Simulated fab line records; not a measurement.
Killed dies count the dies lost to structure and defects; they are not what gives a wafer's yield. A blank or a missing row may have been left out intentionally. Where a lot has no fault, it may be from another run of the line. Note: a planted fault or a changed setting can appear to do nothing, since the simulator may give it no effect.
Chamber matching + flow sky130 + SKY_LI_CONTACT_ETCH_14 on rieDiel-03: 4 sister chambers
The step etches BARC in N2/H2, stops on SiO2, time 45.9 s, target depth 60 nm. 8 wafers are shown with their chamber, then 7 later ones without.

== WAFERS, EACH WITH ITS CHAMBER ==
| wafer  | chamber | drypumpMotorCurrentA (A) | oesProductAu (a.u.) |
|--------|---------|--------------------------|---------------------|
| L337.5 | 1       | 5.5                      | 0.858               |
| L338.1 | 2       | 5.7                      | 0.854               |
| L338.6 | 0       | 5.1                      | 0.846               |
| L340.1 | 0       | 5.0                      | 0.847               |
| L340.3 | 3       | 5.0                      | 0.857               |
| L340.6 | 2       | 5.7                      | 0.858               |
| L342.1 | 3       | 5.0                      | 0.853               |
| L342.2 | 1       | 5.6                      | 0.847               |

== WAFERS WITH NO CHAMBER GIVEN ==
| wafer  | drypumpMotorCurrentA (A) | oesProductAu (a.u.) |
|--------|--------------------------|---------------------|
| L342.6 | 5.1                      | 0.852               |
| L343.1 | 5.1                      | 0.857               |
| L343.4 | 5.5                      | 0.854               |
| L343.5 | 5.0                      | 0.852               |
| L346.1 | 5.6                      | 0.854               |
| L346.2 | 5.1                      | 0.855               |
| L346.6 | 5.5                      | 0.859               |

== WHICH CHAMBER EACH ONE RAN IN ==
| wafer  | from the rows above     | in truth |
|--------|-------------------------|----------|
| L342.6 | can't be placed: 0 or 3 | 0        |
| L343.1 | can't be placed: 3 or 0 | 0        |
| L343.4 | 1                       | 1        |
| L343.5 | can't be placed: 3 or 0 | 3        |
| L346.1 | can't be placed: 1 or 2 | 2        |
| L346.2 | can't be placed: 3 or 0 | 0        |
| L346.6 | 1                       | 1        |
Correctly placed: 2 of 7. Not placeable from these rows: 5 (in 5, the candidates include the true chamber). Placed wrongly: 0.
How it was worked out, from the rows above alone: a wafer's distance from a chamber is the root of the sum, over the readings, of the square of ((its reading less the chamber's mean) divided by the reading's scatter). If the next closest chamber is less than 2 further off than the closest, the wafer can't be placed; otherwise it belongs to the closest. For every chamber, the mean is computed from those of its wafers that are shown. The scatter: the root of (the sum of the squares of (reading less its chamber's mean) over the shown wafers, divided by (wafers less chambers)).
